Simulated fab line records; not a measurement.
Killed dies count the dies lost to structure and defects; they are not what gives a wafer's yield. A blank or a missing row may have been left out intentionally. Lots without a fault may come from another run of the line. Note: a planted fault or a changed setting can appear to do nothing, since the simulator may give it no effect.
Which tool is to blame?    flow gf180mcu    11 lots with 33 wafers sampled at 6 steps, on a route of 602 steps

== WHAT THE GAUGES READ, wafer by wafer ==
GF_V1_RS_MEAS_24: uses a four-point probe to measure.
lot   measured      on             V1_W_RS (ohm/sq)
L164  day 18 06:56  film_metro-04  0.322 0.323 0.331
L166  day 19 05:23  film_metro-04  0.328 0.334 0.329
L173  day 22 04:45  film_metro-02  0.326 0.324 0.332
L174  day 22 09:41  film_metro-01  0.320 0.325 0.320
L177  day 23 08:45  film_metro-04  0.327 0.328 0.322
L179  day 24 01:23  film_metro-02  0.328 0.323 0.328
L182  day 25 03:02  film_metro-02  0.325 0.321 0.333
L181  day 25 04:09  film_metro-01  0.336 0.329 0.334
L183  day 25 07:52  film_metro-01  0.325 0.330 0.328
L184  day 25 18:00  film_metro-02  0.327 0.318 0.329
L185  day 26 06:07  film_metro-02  0.328 0.333 0.325

GF_M2_RS_MEAS_05: uses a four-point probe to measure.
lot   measured      on             M2_ALCU_RS (ohm/sq)
L164  day 18 07:38  film_metro-03  0.0692 0.0701 0.0700
L166  day 19 06:05  film_metro-04  0.0682 0.0686 0.0683
L173  day 22 05:27  film_metro-02  0.0747 0.0753 0.0757
L174  day 22 10:23  film_metro-02  0.0744 0.0733 0.0739
L177  day 23 09:27  film_metro-04  0.0701 0.0707 0.0700
L179  day 24 02:05  film_metro-02  0.0693 0.0696 0.0696
L182  day 25 03:44  film_metro-02  0.0700 0.0708 0.0702
L181  day 25 04:51  film_metro-03  0.0694 0.0689 0.0688
L183  day 25 08:34  film_metro-04  0.0681 0.0691 0.0690
L184  day 25 18:42  film_metro-02  0.0692 0.0690 0.0693
L185  day 26 06:49  film_metro-03  0.0692 0.0692 0.0692

GF_M2_THK_MEAS_06: measures by xrf.
lot   measured      on             M2_ALCU_THK (nm)
L164  day 18 07:44  film_metro-03  448 444 441
L166  day 19 06:13  film_metro-04  456 453 456
L173  day 22 05:34  film_metro-02  416 413 410
L174  day 22 10:29  film_metro-02  416 425 417
L177  day 23 09:34  film_metro-04  443 438 441
L179  day 24 02:13  film_metro-02  448 443 445
L182  day 25 03:50  film_metro-02  440 438 442
L181  day 25 04:57  film_metro-03  447 450 452
L183  day 25 08:41  film_metro-04  456 448 451
L184  day 25 18:49  film_metro-02  447 449 447
L185  day 26 06:55  film_metro-03  450 447 450

GF_M2_OVL_MEAS_15.
lot   measured      on          M2_OVL (nm)
L164  day 19 07:40  overlay-01  2 -6 -5
L166  day 20 05:50  overlay-01  2 0 6
L173  day 23 04:29  overlay-02  -2 2 3
L174  day 23 09:48  overlay-02  -14 -3 -14
L177  day 24 07:41  overlay-02  -4 -9 -4
L179  day 25 00:23  overlay-02  -5 -1 -8
L182  day 26 00:53  overlay-01  0 5 1
L181  day 26 01:21  overlay-01  0 1 9
L183  day 26 06:02  overlay-01  -4 -6 -14
L184  day 26 15:35  overlay-02  -2 -1 -4
L185  day 27 04:08  overlay-02  3 -1 6

== WHICH TOOL RAN EACH LOT (tool, then ch and the chambers of the sampled wafers, then the start) ==
lot   GF_V1_CMP_04                   GF_M2_SPUTTER_02
L164  cmp-02 ch 0,1,2, day 17 06:29  pvd_sputter-03, day 18 07:29
L166  cmp-01 ch 1,2,3, day 18 03:32  pvd_sputter-03, day 19 06:00
L173  cmp-02 ch 0,1,2, day 21 03:46  pvd_sputter-04, day 22 05:22
L174  cmp-02 ch 0,1, day 21 08:29    pvd_sputter-04, day 22 10:16
L177  cmp-01 ch 2,3, day 22 07:52    pvd_sputter-03, day 23 09:22
L179  cmp-02 ch 0,2,3, day 23 01:37  pvd_sputter-03, day 24 02:00
L182  cmp-02 ch 0,1, day 24 03:46    pvd_sputter-03, day 25 03:37
L181  cmp-01 ch 0,2,3, day 24 04:58  pvd_sputter-04, day 25 04:43
L183  cmp-01 ch 0,3, day 24 08:19    pvd_sputter-03, day 25 08:29
L184  cmp-02 ch 1,2,3, day 24 18:52  pvd_sputter-02, day 25 18:37
L185  cmp-02 ch 0,2,3, day 25 07:45  pvd_sputter-02, day 26 06:42
- GF_V1_CMP_04: polishes SiO2.
- GF_M2_SPUTTER_02: material AlCu, target thk 450 nm, time 23.9 s.

== AS READ BY THE TOOLS THEMSELVES (means over the sampled wafers that have a number; for cases with no such wafer, the mark the record gives instead) ==
GF_V1_CMP_04.
lot   tool    motor_current_A (A)  time_to_endpoint_s (s)
L164  cmp-02  13.1                 94
L166  cmp-01  12.2                 92
L173  cmp-02  13.4                 88
L174  cmp-02  13.3                 86
L177  cmp-01  12.4                 86
L179  cmp-02  13.6                 79
L182  cmp-02  13.4                 83
L181  cmp-01  13.1                 89
L183  cmp-01  13.6                 90
L184  cmp-02  13.5                 79
L185  cmp-02  14.0                 80

GF_M2_SPUTTER_02.
lot   tool            throttle_valve_pct (%)
L164  pvd_sputter-03  30.6
L166  pvd_sputter-03  30.3
L173  pvd_sputter-04  30.6
L174  pvd_sputter-04  29.7
L177  pvd_sputter-03  30.4
L179  pvd_sputter-03  31.1
L182  pvd_sputter-03  30.9
L181  pvd_sputter-04  29.7
L183  pvd_sputter-03  31.6
L184  pvd_sputter-02  30.0
L185  pvd_sputter-02  29.9

== THE ANSWER, worked out from the rows above alone ==
Rule: the usual values come from the lots themselves. Put in order of their means at a reading, lots are off if they are a third of the lots or fewer, leave a main group of 4 or more, and stand apart from it by a gap of 3 or more times the standard deviation of the main group's means; of several such gaps the widest counts. A main group is skipped when, at the precision printed for the reading in the tables above, its means are all equal. Also off: a lot with no number at a reading for which 4 or more lots have one. Where the step has rows for the other lots, those lots are counted as sound. After the gauges, taken in route order, come the tools' own readings; for these a lot's mean is taken, as printed above. At the first step where some lot is off, the reading lying furthest off is the one used; lots without a number count as furthest.
Off: L173, L174, at GF_M2_RS_MEAS_05 (M2_ALCU_RS). Main group: mean 0.0694 ohm/sq, sd 0.00062.
A tool fits if, at a process step before that reading, it ran every lot that is off, and no sound lot after the first of them. The gauges at GF_M2_RS_MEAS_05 are tried like those tools. No candidate that was tried fits.

== WHAT THE SIMULATOR HAD INSERTED ==
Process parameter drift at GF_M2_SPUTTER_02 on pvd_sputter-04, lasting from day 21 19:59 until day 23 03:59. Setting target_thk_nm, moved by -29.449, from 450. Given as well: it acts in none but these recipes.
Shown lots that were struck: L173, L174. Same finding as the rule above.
